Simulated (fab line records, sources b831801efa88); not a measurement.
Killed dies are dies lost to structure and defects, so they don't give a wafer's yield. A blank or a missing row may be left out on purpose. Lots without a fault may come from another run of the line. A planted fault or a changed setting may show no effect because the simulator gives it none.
Which tool did it? | flow gf180mcu | 13 lots, 39 wafers sampled, at 5 steps of a route of 602

WHAT THE GAUGES READ, wafer by wafer
GF_POLY_GATE_CD_MEAS_10: target cd 280 nm.
lot  | measured     | on        | cd_nm (nm)
L682 | day 9 22:50  | cd_sem-02 | 278.2 279.6 280.1
L683 | day 10 07:01 | cd_sem-02 | 278.7 278.0 279.0
L684 | day 10 09:22 | cd_sem-02 | 278.8 279.7 279.9
L685 | day 10 18:05 | cd_sem-02 | 280.2 278.3 279.8
L687 | day 11 07:53 | cd_sem-01 | 281.0 280.6 281.9
L689 | day 11 22:26 | cd_sem-01 | 279.4 280.1 279.3
L691 | day 12 16:06 | cd_sem-02 | 279.8 279.2 280.2
L692 | day 12 22:54 | cd_sem-02 | 278.5 279.5 279.4
L696 | day 14 00:32 | cd_sem-02 | 323.6 322.4 322.6
L697 | day 14 09:11 | cd_sem-01 | 280.9 279.4 280.8
L701 | day 15 14:29 | cd_sem-02 | 278.6 278.6 278.5
L702 | day 15 21:23 | cd_sem-01 | 279.0 278.3 278.8
L703 | day 16 01:34 | cd_sem-02 | 281.7 280.2 281.0

GF_M3_THK_MEAS_06: measures by xrf.
lot  | measured     | on            | M3_ALCU_THK (nm)
L682 | day 21 13:02 | film_metro-01 | 462 466 462
L683 | day 21 20:26 | film_metro-04 | 439 450 444
L684 | day 22 01:17 | film_metro-02 | 456 451 452
L685 | day 22 08:29 | film_metro-02 | 453 445 443
L687 | day 23 02:33 | film_metro-02 | 448 444 444
L689 | day 23 22:17 | film_metro-02 | 462 463 461
L691 | day 24 19:22 | film_metro-01 | 454 459 457
L692 | day 25 00:26 | film_metro-04 | 450 446 447
L696 | day 26 02:47 | film_metro-04 | 454 448 455
L697 | day 26 10:41 | film_metro-01 | 461 461 461
L701 | day 27 20:05 | film_metro-04 | 435 439 451
L702 | day 27 20:57 | film_metro-02 | 453 452 453
L703 | day 28 01:53 | film_metro-01 | 453 458 443

WHICH TOOL RAN EACH LOT (tool, then ch and the chambers of the sampled wafers, then the start)
lot  | GF_POLY_GATE_EXPOSE_07            | GF_V2_CVD_02                    | GF_M3_SPUTTER_04
L682 | krf_scanner-01 ch 0, day 9 14:19  | pecvd-04 ch 0,1,2, day 20 10:19 | pvd_sputter-02, day 21 12:53
L683 | krf_scanner-01 ch 0, day 9 21:57  | pecvd-04 ch 0,2, day 20 17:16   | pvd_sputter-02, day 21 20:16
L684 | krf_scanner-01 ch 0, day 10 00:29 | pecvd-03 ch 1,2, day 20 23:02   | pvd_sputter-03, day 22 01:07
L685 | krf_scanner-01 ch 0, day 10 09:20 | pecvd-03 ch 0,1,2, day 21 06:35 | pvd_sputter-01, day 22 08:19
L687 | krf_scanner-02 ch 0, day 10 22:36 | pecvd-01 ch 0,1, day 22 01:44   | pvd_sputter-02, day 23 02:23
L689 | krf_scanner-02 ch 0, day 11 13:11 | pecvd-03 ch 0,1, day 22 21:21   | pvd_sputter-02, day 23 22:06
L691 | krf_scanner-01 ch 0, day 12 06:54 | pecvd-04 ch 0,1,2, day 23 15:23 | pvd_sputter-03, day 24 19:11
L692 | krf_scanner-01 ch 0, day 12 12:50 | pecvd-01 ch 0,2, day 23 23:53   | pvd_sputter-02, day 25 00:17
L696 | krf_scanner-01 ch 0, day 13 14:35 | pecvd-03 ch 0,1, day 25 02:56   | pvd_sputter-01, day 26 02:38
L697 | krf_scanner-02 ch 0, day 13 22:48 | pecvd-01 ch 0,2, day 25 11:27   | pvd_sputter-02, day 26 10:31
L701 | krf_scanner-02 ch 0, day 15 04:20 | pecvd-03 ch 0,1, day 26 21:52   | pvd_sputter-03, day 27 19:56
L702 | krf_scanner-01 ch 0, day 15 10:51 | pecvd-04 ch 0,2, day 26 22:28   | pvd_sputter-02, day 27 20:46
L703 | krf_scanner-01 ch 0, day 15 15:28 | pecvd-04 ch 0,2, day 27 03:32   | pvd_sputter-03, day 28 01:43
- GF_POLY_GATE_EXPOSE_07: exposes mask Poly2, target cd 280 nm.
- GF_V2_CVD_02: deposits SiO2 from TEOS, target thk 850 nm, time 94.851 s.
- GF_M3_SPUTTER_04: material TiN, target thk 50 nm, time 41.7 s.

WHAT THE TOOLS THEMSELVES READ (means of the sampled wafers that have a number; where no wafer has one, the mark that the record gives instead)
GF_V2_CVD_02.
lot  | tool     | heater_power_w (W)
L682 | pecvd-04 | 666
L683 | pecvd-04 | 641
L684 | pecvd-03 | 665
L685 | pecvd-03 | 648
L687 | pecvd-01 | 673
L689 | pecvd-03 | 683
L691 | pecvd-04 | 650
L692 | pecvd-01 | 797
L696 | pecvd-03 | 651
L697 | pecvd-01 | 774
L701 | pecvd-03 | 635
L702 | pecvd-04 | 665
L703 | pecvd-04 | 618

GF_M3_SPUTTER_04.
lot  | tool           | throttle_valve_pct (%)
L682 | pvd_sputter-02 | 30.6
L683 | pvd_sputter-02 | 29.9
L684 | pvd_sputter-03 | 30.0
L685 | pvd_sputter-01 | 28.7
L687 | pvd_sputter-02 | 30.2
L689 | pvd_sputter-02 | 30.4
L691 | pvd_sputter-03 | 30.9
L692 | pvd_sputter-02 | 30.4
L696 | pvd_sputter-01 | 29.0
L697 | pvd_sputter-02 | 30.8
L701 | pvd_sputter-03 | 29.7
L702 | pvd_sputter-02 | 30.9
L703 | pvd_sputter-03 | 30.4

THE ANSWER, worked out from the rows above alone
Rule: what is usual is taken from the lots themselves. Put in order of their means at a reading, lots are off if they are a third of the lots or fewer, leave a main group of 4 or more, and stand apart from it by a gap of 3 or more times the standard deviation of the main group's means; of several such gaps the widest counts. A main group whose means are all the same, to the digits that the tables above print for the reading, isn't used. A lot without any number at a reading at which 4 lots or more have one is off too. The other lots that the step has rows for count as sound. The gauges are gone through in route order, then the tools' own readings, and for those a lot's mean is taken as printed above. The first step at which some lot is off is used, and at that step the reading that is off furthest; a lot without a number counts as furthest.
Off: L696, at GF_POLY_GATE_CD_MEAS_10 (cd_nm). The main group: mean 279.6 nm, standard deviation 0.83.
A tool fits if, at a process step before that reading, it ran every lot that is off, and no sound lot after the first of them. The gauges at GF_POLY_GATE_CD_MEAS_10 are tried like those tools. None of those tried fits.

WHAT THE SIMULATOR HAD PUT IN
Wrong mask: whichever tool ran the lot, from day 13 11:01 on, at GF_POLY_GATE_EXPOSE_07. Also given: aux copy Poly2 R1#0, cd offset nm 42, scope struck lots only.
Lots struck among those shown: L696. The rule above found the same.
